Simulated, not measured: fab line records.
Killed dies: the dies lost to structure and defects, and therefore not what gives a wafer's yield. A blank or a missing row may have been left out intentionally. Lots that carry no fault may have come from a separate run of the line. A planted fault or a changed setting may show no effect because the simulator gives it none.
fab line records	flow sky130
record lots=6	wafers=18	lastDay=50
route steps=708 shown VIA1@471 METAL2@483 PAD_OPEN@708
lots untouched by any fault: they come from a run of this same line in which no faults occurred
startH: hours from the record's opening day to when the first of the lot's shown wafers began	waitH: hours since the lot's step before	" repeats the value in the row above	L1.1+2: a row that stands for several wafers	- no value, or no start given	* or withheld: withheld	< > ~ a bound
route shown NAME@n: a module of which the file shows steps, and the number in the route of the first	usual: average and standard deviation across the fault-free wafers	same: alike in all rows	chamber/n: place in a boat	sites: each site's reading	_std_site: their standard deviation	_edge_site: the outer-site mean with the inner-site mean subtracted	radiusMm: for every site, how far away it sits from the centre of the wafer	mask NAME#n: copy n	behind: the most recent tool/chamber to have shaped the wafer	hold: why the lot went on hold/how many hours it stayed there/how the hold came to an end	device: whichever transistor did not switch (one of n, p or np)	end of line: the route-end tests of the same wafers	where a step has no rows: the recipe by itself	killed: at the first sort, the dies lost to defects and structure; wafer yield is something else	map: shows each die of a wafer: x if killed, . if not, _ if none is there
set.NAME: the setting that was run; set.NAME@STEP: the one run at that earlier step	model.NAME: the simulator's own value behind a step, which no gauge read
lots at selected steps of the route; one table per step, one row per wafer
services: the hour from which a tool's chamber was out of use, counted from the record's first day as startH (under 0 if before that day), plus the number of hours and why
## steps
# step SKY_VIA1_OVL_MEAS_13
# usual VIA1_OVL=2/6.3
lot.wafer	tool	chamber	startH	waitH	VIA1_OVL[nm]
L466.4	overlay-01	-	804.35	0.1	9
L466.5	"	-	"	"	7
L466.6	"	-	"	"	9
L476.3	overlay-02	-	880.67	0.1	-5
L476.4	"	-	"	"	-6
L476.6	"	-	"	"	-8
L483.3	overlay-01	-	928.47	0.1	0
L483.4	"	-	"	"	-1
L483.5	"	-	"	"	-4
L484.3	overlay-01	-	935.92	0.1	3
L484.5	"	-	"	"	13
L484.6	"	-	"	"	14
L486.1	overlay-01	-	947.18	0.1	6
L486.2	"	-	"	"	4
L486.6	"	-	"	"	8
L488.1	overlay-01	-	963.53	0.1	-5
L488.2	"	-	"	"	-5
L488.6	"	-	"	"	-4
# step SKY_VIA1_ETCH_14
# recipe chemistry=N2/H2	target=BARC	ionEnergyEv=200	sourceW=500	biasW=100	pressureMtorr=30	n2FlowSccm=100	h2FlowSccm=200	stopOn=SiO2	timeS=45.9	targetDepthA=600
# usual drypumpMotorCurrentA=5.8/0.52	n2FlowSccm=100.0/0.33	oesProductAu=0.854/0.0043	throttleValvePct=13.226/0.0096
lot.wafer	tool	chamber	startH	waitH	drypumpMotorCurrentA	n2FlowSccm	oesProductAu	rfHoursCounterH	throttleValvePct
L466.4	rieDiel-03	1	804.37	0.0	5.9	100.2	0.853	6	13.238
L466.5	"	2	"	"	6.4	99.9	0.853	-	13.236
L466.6	"	3	"	"	5.6	100.4	0.856	-	13.226
L476.3	rieDiel-03	0	880.69	0.0	4.9	100.3	0.855	10	13.216
L476.4	"	1	"	"	5.9	100.3	0.853	8	13.235
L476.6	"	0	"	"	4.9	100.1	0.851	-	13.216
L483.3	rieDiel-04	2	928.50	0.0	5.3	99.9	0.853	15	13.223
L483.4	"	3	"	"	6.3	99.6	0.851	16	13.220
L483.5	"	2	"	"	5.3	100.4	0.857	-	13.217
L484.3	rieDiel-04	0	935.95	0.0	6.5	100.2	0.854	6	13.220
L484.5	"	3	"	"	6.2	100.2	0.845	-	13.223
L484.6	"	0	"	"	6.5	100.1	0.852	-	13.211
L486.1	rieDiel-01	0	947.22	0.0	5.7	100.5	0.854	25	13.217
L486.2	"	3	"	"	5.3	99.3	0.849	15	13.209
L486.6	"	3	"	"	5.3	99.9	0.857	-	13.240
L488.1	rieDiel-03	1	963.57	0.0	5.9	99.5	0.864	10	13.220
L488.2	"	0	"	"	4.9	99.3	0.848	12	13.244
L488.6	"	0	"	"	4.9	99.7	0.855	-	13.229
# step SKY_VIA1_ETCH_15
# recipe target=SiO2	chemistry=C4F8/O2/Ar	targetDepthNm=351	stopOn=TiN	maskMaterial=KrF-thick	sourceW=1500	biasW=1200	pressureMtorr=40	c4f8FlowSccm=withheld	O2_flow_sccm=6	Ar_flow_sccm=300	timeS=54
# step SKY_VIA1_STRIP_16
# recipe chemistry=O2/N2	powerW=1400	pressureMtorr=1500	platenTempC=withheld	o2FlowSccm=3000	n2FlowSccm=300	overashFraction=0.5
# usual drypumpMotorCurrentA=6.0/0.42	n2FlowSccm=300.1/0.95	oesProductAu=0.415/0.0047	stripTimeToEndpointS=4.452/0.025
lot.wafer	tool	chamber	startH	waitH	drypumpMotorCurrentA	n2FlowSccm	oesProductAu	rfHoursCounterH	stripTimeToEndpointS
L466.4	plasmaAsher-02	1	804.49	0.1	5.9	301.7	0.417	-	4.461
L466.5	"	0	"	"	5.9	299.7	0.424	-	4.441
L466.6	"	1	"	"	5.9	299.8	0.422	-	4.454
L476.3	plasmaAsher-02	1	880.82	0.1	5.9	301.3	0.414	-	4.428
L476.4	"	0	"	"	5.9	300.0	0.421	-	4.439
L476.6	"	0	"	"	5.9	301.2	0.410	-	4.433
L483.3	plasmaAsher-03	1	928.62	0.1	6.1	301.6	0.417	-	4.448
L483.4	"	0	"	"	6.6	301.2	0.416	-	4.449
L483.5	"	0	"	"	6.6	300.0	0.407	-	4.479
L484.3	plasmaAsher-02	0	936.07	0.1	5.9	298.8	0.412	-	4.438
L484.5	"	0	"	"	5.9	300.8	0.420	-	4.464
L484.6	"	1	"	"	5.9	299.6	0.408	-	4.426
L486.1	plasmaAsher-04	0	947.31	0.0	5.2	298.9	0.422	17	4.444
L486.2	"	1	"	"	6.4	301.0	0.419	17	4.432
L486.6	"	0	"	"	5.2	299.5	0.420	-	4.452
L488.1	plasmaAsher-03	0	963.66	0.0	6.5	299.2	0.412	46	4.465
L488.2	"	1	"	"	6.0	300.7	0.417	46	4.468
L488.6	"	0	"	"	6.6	300.6	0.412	-	4.456
# step SKY_VIA1_STRIP_17
# recipe chemistry=postEtchResidueRemover	timeS=1200	tempC=72.5
# step SKY_VIA1_CLEAN_18
# recipe chemistry=IPA	timeS=180	tempC=25
# step SKY_VIA1_CLEAN_19
# recipe chemistry=O3/DIW	dry=n2Spin
# step SKY_VIA1_SPUTTER_20
# recipe material=TiN	targetThkNm=20	chamberPressurePa=5	powerW=4000	timeS=80
# usual throttleValvePct=30.4/1
lot.wafer	tool	chamber	startH	waitH	throttleValvePct
L466.4	pvdSputter-04	-	805.48	0.0	29.9
L466.5	"	-	"	"	30.0
L466.6	"	-	"	"	28.9
L476.3	pvdSputter-01	-	881.41	0.0	29.7
L476.4	"	-	"	"	31.4
L476.6	"	-	"	"	31.2
L483.3	pvdSputter-01	-	929.21	0.0	30.8
L483.4	"	-	"	"	30.4
L483.5	"	-	"	"	32.1
L484.3	pvdSputter-03	-	936.67	0.0	29.2
L484.5	"	-	"	"	29.1
L484.6	"	-	"	"	28.5
L486.1	pvdSputter-01	-	947.90	0.0	29.4
L486.2	"	-	"	"	31.4
L486.6	"	-	"	"	29.7
L488.1	pvdSputter-01	-	964.26	0.0	29.6
L488.2	"	-	"	"	30.6
L488.6	"	-	"	"	31.3
# step SKY_VIA1_CVD_21
# recipe material=W	targetThkNm=270	timeS=80.902	tempC=400	pressureTorr=40
# usual heaterPowerW=867/51
lot.wafer	tool	chamber	startH	waitH	heaterPowerW
L466.4	cvdW-01	0	805.57	0.1	865
L466.5	"	0	"	"	851
L466.6	"	1	"	"	810
L476.3	cvdW-02	0	881.50	0.1	863
L476.4	"	1	"	"	954
L476.6	"	0	"	"	838
L483.3	cvdW-02	1	929.30	0.1	957
L483.4	"	0	"	"	860
L483.5	"	0	"	"	834
L484.3	cvdW-02	1	936.76	0.1	951
L484.5	"	1	"	"	949
L484.6	"	0	"	"	836
L486.1	cvdW-02	1	947.96	0.0	966
L486.2	"	0	"	"	859
L486.6	"	0	"	"	874
L488.1	cvdW-02	0	964.32	0.0	850
L488.2	"	1	"	"	954
L488.6	"	1	"	"	941
# step SKY_VIA1_RS_MEAS_22
# recipe thkMeasGauge=four-point-probe	reads=W_of_VIA1_CVD_21+TiN_of_VIA1_SPUTTER_20
# usual VIA1_W_RS=0.424/0.0041
lot.wafer	tool	chamber	startH	waitH	VIA1_W_RS[ohm/sq]
L466.4	filmMetro-04	-	805.69	0.1	0.429
L466.5	"	-	"	"	0.422
L466.6	"	-	"	"	0.422
L476.3	filmMetro-03	-	881.60	0.1	0.423
L476.4	"	-	"	"	0.426
L476.6	"	-	"	"	0.429
L483.3	filmMetro-04	-	929.41	0.1	0.424
L483.4	"	-	"	"	0.418
L483.5	"	-	"	"	0.418
L484.3	filmMetro-03	-	936.86	0.1	0.424
L484.5	"	-	"	"	0.421
L484.6	"	-	"	"	0.414
L486.1	filmMetro-03	-	948.06	0.1	0.427
L486.2	"	-	"	"	0.424
L486.6	"	-	"	"	0.421
L488.1	filmMetro-02	-	964.41	0.1	0.419
L488.2	"	-	"	"	0.428
L488.6	"	-	"	"	0.426
# step SKY_VIA1_THK_MEAS_23
# recipe thkMeasGauge=xrf	reads=W_of_VIA1_CVD_21
# usual VIA1_W_THK=272/3.1
lot.wafer	tool	chamber	startH	waitH	VIA1_W_THK[nm]
L466.4	filmMetro-04	-	805.78	0.1	272
L466.5	"	-	"	"	274
L466.6	"	-	"	"	273
L476.3	filmMetro-03	-	881.70	0.1	276
L476.4	"	-	"	"	272
L476.6	"	-	"	"	271
L483.3	filmMetro-04	-	929.51	0.1	273
L483.4	"	-	"	"	276
L483.5	"	-	"	"	278
L484.3	filmMetro-03	-	936.96	0.1	274
L484.5	"	-	"	"	276
L484.6	"	-	"	"	279
L486.1	filmMetro-03	-	948.18	0.1	271
L486.2	"	-	"	"	274
L486.6	"	-	"	"	277
L488.1	filmMetro-02	-	964.53	0.1	273
L488.2	"	-	"	"	268
L488.6	"	-	"	"	269
# step SKY_VIA1_CMP_24
# recipe stopOn=SiO2	tOverpolishS=15	downForcePsi=3.5	platenRpm=60	targetThkNm=0	padVelocityMS=0.94248
# step SKY_METAL2_SPUTTER_00
# recipe material=Ti	targetThkNm=15	powerW=3000	timeS=10	chamberPressurePa=0.4
# usual throttleValvePct=30.1/0.84
lot.wafer	tool	chamber	startH	waitH	throttleValvePct	model.Ti_of_METAL2_SPUTTER_00.thkNm
L466.4	pvdSputter-02	-	806.11	0.2	29.6	14.74
L466.5	"	-	"	"	30.5	14.57
L466.6	"	-	"	"	31.0	14.86
L476.3	pvdSputter-03	-	882.04	0.1	28.9	15.25
L476.4	"	-	"	"	29.7	15.2
L476.6	"	-	"	"	29.2	15.21
L483.3	pvdSputter-02	-	929.85	0.1	31.1	23.34
L483.4	"	-	"	"	30.4	23.09
L483.5	"	-	"	"	30.0	23.15
L484.3	pvdSputter-02	-	937.30	0.2	30.8	23.12
L484.5	"	-	"	"	29.5	23.12
L484.6	"	-	"	"	30.4	22.73
L486.1	pvdSputter-03	-	948.54	0.2	29.2	15.02
L486.2	"	-	"	"	28.9	15.37
L486.6	"	-	"	"	30.7	15.14
L488.1	pvdSputter-03	-	964.89	0.2	29.1	14.91
L488.2	"	-	"	"	29.0	14.93
L488.6	"	-	"	"	28.9	14.96
# step SKY_METAL2_SPUTTER_01
# recipe material=TiN	targetThkNm=20	powerW=6500	timeS=16.7	chamberPressurePa=0.4
# usual throttleValvePct=30.1/0.85
lot.wafer	tool	chamber	startH	waitH	throttleValvePct
L466.4	pvdSputter-02	-	806.14	0.0	29.8
L466.5	"	-	"	"	30.1
L466.6	"	-	"	"	31.2
L476.3	pvdSputter-03	-	882.06	0.0	28.7
L476.4	"	-	"	"	29.8
L476.6	"	-	"	"	29.1
L483.3	pvdSputter-02	-	929.87	0.0	30.7
L483.4	"	-	"	"	30.4
L483.5	"	-	"	"	30.0
L484.3	pvdSputter-02	-	937.32	0.0	30.9
L484.5	"	-	"	"	29.6
L484.6	"	-	"	"	30.6
L486.1	pvdSputter-03	-	948.56	0.0	29.6
L486.2	"	-	"	"	28.7
L486.6	"	-	"	"	30.6
L488.1	pvdSputter-03	-	964.91	0.0	29.2
L488.2	"	-	"	"	29.2
L488.6	"	-	"	"	29.2
# step SKY_PAD_OPEN_PROBE_99
# usual defectLimitedYield=82.4/1.8	killed_at_M0_to_M3=43/6.8	killed_at_M4_up=3.1/1.6	killedAtContacts=24/5.4	killedAtFrontEnd=16/4.4	killedAtOther=0.2/0.48	killedDies=87/8.8	killedOpen=48/6.4	killedShort=39/6.2	sort_bin_3_pad_short=0.9/0.43	sort_bin_5_function=10.5/1.4	sort_bin_6_memory=6.2/1.1	sortNPass=405/8.8	sortYieldPct=82.4/1.8
# same grossDies=492	killedAtBackSide=0	sort_bin_4_leakage[%]=0	sort_bin_8_speed[%]=0
lot.wafer	tool	chamber	startH	waitH	defectLimitedYield[%]	killed_at_M0_to_M3	killed_at_M4_up	killedAtContacts	killedAtFrontEnd	killedAtOther	killedDies	killedOpen	killedShort	sort_bin_3_pad_short[%]	sort_bin_5_function[%]	sort_bin_6_memory[%]	sortNPass	sortYieldPct[%]
L466.4	prober-02	-	1084.39	0.2	82.7	46	4	14	21	0	85	49	36	1.0	8.3	7.9	407	82.7
L466.5	prober-02	-	1084.44	0.2	85.4	35	3	20	14	0	72	45	27	1.0	8.7	4.9	420	85.4
L466.6	prober-02	-	1084.49	0.2	78.9	64	4	21	15	0	104	54	50	2.0	11.6	7.5	388	78.9
L483.3	prober-01	-	1178.74	0.2	83.1	37	4	26	16	0	83	51	32	0.4	10.0	6.5	409	83.1
L483.4	prober-01	-	1178.79	0.2	83.5	48	4	21	8	0	81	49	32	0.2	10.6	5.7	411	83.5
L483.5	prober-01	-	1178.84	0.2	82.9	44	2	24	14	0	84	44	40	0.6	10.2	6.3	408	82.9
L484.3	prober-02	-	1185.17	0.2	82.3	34	1	30	22	0	87	44	43	0.8	9.6	7.3	405	82.3
L484.5	prober-02	-	1185.27	0.2	81.5	40	1	28	20	2	91	46	45	1.4	10.2	6.9	401	81.5
L484.6	prober-02	-	1185.32	0.2	79.9	46	7	26	20	0	99	52	47	0.2	12.2	7.7	393	79.9
L488.1	prober-02	-	1202.14	0.1	82.7	34	7	27	17	0	85	41	44	0.6	10.8	5.9	407	82.7
L488.2	prober-02	-	1202.19	0.1	82.3	44	4	24	15	0	87	48	39	0.8	10.4	6.5	405	82.3
L488.6	prober-02	-	1202.39	0.2	82.7	42	3	22	17	1	85	45	40	0.4	9.8	7.1	407	82.7
# killed by level:class
L466.4 VIA1:geometricParticle:open=10 CONTACT:geometricParticle:open=8 VIA2:geometricParticle:open=8 POLY_GATE:geometricParticle:open=7 METAL1:geometricParticle:short=7 FIELD_ISO:geometricParticle:short=6 METAL2:geometricParticle:short=6 VIA3:geometricParticle:open=5
L466.5 CONTACT:geometricParticle:open=9 VIA1:geometricParticle:open=8 VIA3:geometricParticle:open=8 VIA2:geometricParticle:open=6 LI_CONTACT:geometricParticle:open=5 FIELD_ISO:geometricParticle:short=4 POLY_GATE:geometricParticle:open=4 VIA1:geometricParticle:short=4
L466.6 VIA1:geometricParticle:open=16 METAL2:geometricParticle:short=10 VIA2:geometricParticle:open=9 CONTACT:geometricParticle:open=8 VIA3:geometricParticle:open=7 VIA2:geometricParticle:short=7 VIA1:geometricParticle:short=6 FIELD_ISO:geometricParticle:open=4
L483.3 CONTACT:geometricParticle:open=11 CONTACT:geometricParticle:short=8 VIA2:geometricParticle:open=7 VIA1:geometricParticle:open=7 FIELD_ISO:geometricParticle:open=6 VIA3:geometricParticle:open=6 METAL1:geometricParticle:short=5 LOCAL_INTERCONNECT:geometricParticle:short=4
L483.4 VIA1:geometricParticle:open=13 CONTACT:geometricParticle:open=12 VIA2:geometricParticle:open=9 METAL1:geometricParticle:short=6 VIA3:geometricParticle:open=4 METAL4:geometricParticle:short=4 LOCAL_INTERCONNECT:geometricParticle:short=3 POLY_GATE:geometricParticle:open=3
L483.5 VIA1:geometricParticle:open=12 CONTACT:geometricParticle:open=11 LOCAL_INTERCONNECT:geometricParticle:short=5 METAL2:geometricParticle:short=5 FIELD_ISO:geometricParticle:short=4 LI_CONTACT:geometricParticle:open=4 METAL1:geometricParticle:short=4 VIA1:geometricParticle:short=4
L484.3 FIELD_ISO:geometricParticle:open=8 LOCAL_INTERCONNECT:geometricParticle:short=8 VIA1:geometricParticle:open=8 CONTACT:geometricParticle:open=6 LI_CONTACT:geometricParticle:open=6 FIELD_ISO:geometricParticle:short=5 CONTACT:geometricParticle:short=5 METAL2:geometricParticle:short=5
L484.5 VIA1:geometricParticle:open=13 CONTACT:geometricParticle:open=8 LOCAL_INTERCONNECT:geometricParticle:short=7 METAL1:geometricParticle:short=6 FIELD_ISO:geometricParticle:short=6 POLY_GATE:geometricParticle:short=6 LI_CONTACT:geometricParticle:open=6 FIELD_ISO:geometricParticle:open=5
L484.6 VIA1:geometricParticle:open=11 CONTACT:geometricParticle:open=11 VIA1:geometricParticle:short=9 FIELD_ISO:geometricParticle:open=8 LOCAL_INTERCONNECT:geometricParticle:short=6 METAL2:geometricParticle:short=6 VIA3:geometricParticle:open=6 FIELD_ISO:geometricParticle:short=5
L488.1 LI_CONTACT:geometricParticle:open=7 CONTACT:geometricParticle:open=7 VIA1:geometricParticle:open=6 METAL2:geometricParticle:short=6 POLY_GATE:geometricParticle:short=5 LI_CONTACT:geometricParticle:short=5 CONTACT:geometricParticle:short=5 METAL1:geometricParticle:short=5
L488.2 CONTACT:geometricParticle:open=11 VIA1:geometricParticle:open=10 METAL1:geometricParticle:short=6 VIA2:geometricParticle:open=6 VIA3:geometricParticle:open=5 LI_CONTACT:geometricParticle:short=4 CONTACT:geometricParticle:short=4 VIA1:geometricParticle:short=4
L488.6 METAL2:geometricParticle:short=11 VIA1:geometricParticle:open=9 LI_CONTACT:geometricParticle:open=8 CONTACT:geometricParticle:open=8 FIELD_ISO:geometricParticle:open=7 METAL1:geometricParticle:short=6 FIELD_ISO:geometricParticle:short=5 VIA1:geometricParticle:short=4
## services
tool	chamber	startH	hours	kind
plasmaAsher-02	-	781.15	2.4	repair
cvdW-02	0	797.68	13.3	repair
rieDiel-03	-	805.48	0.4	repair
rieDiel-01	-	812.72	1.2	repair
plasmaAsher-04	-	817.74	1.2	repair
rieDiel-04	3	820.54	7.2	repair
rieDiel-03	-	827.33	0.4	repair
cvdW-02	-	828.51	0.6	repair
pvdSputter-04	-	836.84	2.4	repair
cvdW-01	-	849.90	6.0	pm
rieDiel-04	0	851.15	15.5	repair
rieDiel-03	2	852.89	19.1	repair
plasmaAsher-04	-	861.71	22.3	repair
cvdW-02	1	866.69	14.3	repair
cvdW-02	0	892.23	10.6	repair
cvdW-02	1	894.14	20.5	repair
pvdSputter-03	-	907.00	6.3	repair
rieDiel-04	-	910.42	2.1	repair
pvdSputter-03	-	912.09	11.4	repair
cvdW-02	1	919.29	6.9	repair
pvdSputter-03	-	928.44	5.1	repair
pvdSputter-01	-	934.40	0.5	repair
rieDiel-03	3	937.43	8.2	repair
rieDiel-04	3	956.49	8.2	repair
## key
firstSign none at tools or gauges
modelEffect step=SKY_METAL2_SPUTTER_00	value=Ti_of_METAL2_SPUTTER_00.thkNm	without=14.75	struck=23.09
metAt SKY_METAL2_SPUTTER_00
struckWafers L483.3,L483.4,L483.5,L484.3,L484.5,L484.6
onsetBetween 806.11 929.85
alsoFits SKY_VIA1_ETCH_14:rieDiel-04
fault kind=processParameterDrift	tool=pvdSputter-02	chamber=-	onsetH=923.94	steps=SKY_METAL2_SPUTTER_00	channel=targetThkNm	offset=8.3371	shape=step	endH=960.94	actsIn=theseRecipesOnly	stated=15
